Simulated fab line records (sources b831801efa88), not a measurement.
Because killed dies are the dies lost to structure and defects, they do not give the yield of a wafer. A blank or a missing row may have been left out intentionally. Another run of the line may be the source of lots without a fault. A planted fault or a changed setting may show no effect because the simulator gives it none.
Which tool did it? ; flow sky130 ; route of 708 steps, sampled at 1 step: 12 lots, 36 wafers

== WHAT THE GAUGES SHOWED, per wafer ==
SKY_VT_ADJUST_HVTP_CD_MEAS_07: target cd 380 nm. Usual: cd nm reads 380.0 nm (standard deviation 2.7).
lot;measured;on;cd nm (nm);flag
L577;day 6 04:03;cd sem-01;375.6 375.9 378.5;
L578;day 6 10:16;cd sem-02;385.8 388.0 383.0;
L579;day 6 12:38;cd sem-02;379.6 377.4 380.7;
L583;day 7 12:34;cd sem-02;382.9 379.3 379.4;
L584;day 7 21:02;cd sem-01;379.6 378.8 379.3;
L585;day 8 01:02;cd sem-02;383.2 381.8 380.0;
L587;day 8 14:47;cd sem-01;378.8 378.9 377.9;
L595;day 11 00:48;cd sem-01;377.7 380.6 379.5;
L594;day 11 02:16;cd sem-01;381.1 382.0 378.2;
L596;day 11 05:32;cd sem-01;377.2 378.2 378.6;
L597;day 11 14:48;cd sem-01;378.7 377.6 379.3;
L599;day 11 22:19;cd sem-02;383.6 385.9 384.4;

== WHICH TOOL RAN EACH LOT (tool, then ch and the chambers of the sampled wafers, then the start) ==
The record shows no process step preceding these readings.

== WHAT THE TOOLS THEMSELVES READ (means of the sampled wafers that have a number; where no wafer has one, the mark that the record gives instead) ==
The record holds no such reading with a usual standard deviation.

== THE ANSWER, worked out from the rows above alone ==
Rule: take the mean of a lot's wafers that have a number; if it is more than 3 standard deviations from the usual mean, the lot is off. A lot without any number at a reading at which 4 lots or more have one is off too. The other lots that the step has rows for count as sound. Order of review: gauges by route order, followed by the tools' own readings, for which a lot's mean as printed above is used. The first step at which some lot is off is used, and at that step the reading that is off furthest; a lot without a number counts as furthest.
Across all readings shown, no lot is off: no conclusion can be drawn from this.

== WHAT WAS PUT IN BY THE SIMULATOR ==
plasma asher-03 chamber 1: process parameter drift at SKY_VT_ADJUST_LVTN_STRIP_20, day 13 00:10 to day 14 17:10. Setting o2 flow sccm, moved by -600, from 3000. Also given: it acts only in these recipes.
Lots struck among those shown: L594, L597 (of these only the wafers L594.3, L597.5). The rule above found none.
